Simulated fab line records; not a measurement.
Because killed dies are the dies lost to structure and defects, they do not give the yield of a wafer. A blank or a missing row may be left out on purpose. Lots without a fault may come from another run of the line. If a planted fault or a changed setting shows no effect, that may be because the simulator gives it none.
What tool caused it? | flow sky130 | 18 wafers from 6 lots sampled at 3 of the route's 708 steps

== WHAT THE GAUGES READ, wafer by wafer ==
SKY_VIA4_BOW_MEAS_03.
lot  | measured     | on           | VIA4_BOW (um)
L333 | day 42 18:34 | filmMetro-02 | 89 99 77
L336 | day 43 13:52 | filmMetro-03 | 75 78 72
L344 | day 45 20:23 | filmMetro-04 | 79 80 62
L347 | day 46 07:37 | filmMetro-03 | 76 74 63
L351 | day 47 06:23 | filmMetro-02 | 83 104 92
L353 | day 47 19:00 | filmMetro-03 | 78 88 91

== WHICH TOOL RAN EACH LOT (tool, then ch and the chambers of the sampled wafers, then the start) ==
lot  | SKY_LI_CONTACT_SPUTTER_20   | SKY_CAP2M_STRIP_14
L333 | pvdSputter-02, day 30 08:34 | plasmaAsher-01 ch 0,1, day 41 16:49
L336 | pvdSputter-03, day 31 07:43 | plasmaAsher-03 ch 0,1, day 42 13:27
L344 | pvdSputter-03, day 34 01:22 | plasmaAsher-03 ch 0,1, day 44 19:59
L347 | pvdSputter-01, day 34 12:34 | plasmaAsher-01 ch 0,1, day 45 07:13
L351 | pvdSputter-02, day 35 16:52 | plasmaAsher-01 ch 0,1, day 46 08:04
L353 | pvdSputter-03, day 36 11:34 | plasmaAsher-01 ch 0,1, day 46 20:27
- SKY_LI_CONTACT_SPUTTER_20: material TiN, target thk 20 nm, time 80 s.
- SKY_CAP2M_STRIP_14: strips in O2/N2.

== THE ANSWER, worked out from the rows above alone ==
Rule: the lots themselves supply what counts as usual. The widest of any qualifying gaps counts: lots, ordered by their means at a reading, are off when they make up no more than a third of the lots, leave a main group of 4 or more, and stand apart from it by 3 or more times the standard deviation of that group's means. The tables above print the reading to a certain number of digits; a main group whose means all agree to those digits is not used. Also off: a lot with no number at a reading for which 4 or more lots have one. All remaining lots with rows at the step are treated as sound.
Across all readings shown, no lot is off: no conclusion can be drawn from this.

== WHAT HAD BEEN PUT IN BY THE SIMULATOR ==
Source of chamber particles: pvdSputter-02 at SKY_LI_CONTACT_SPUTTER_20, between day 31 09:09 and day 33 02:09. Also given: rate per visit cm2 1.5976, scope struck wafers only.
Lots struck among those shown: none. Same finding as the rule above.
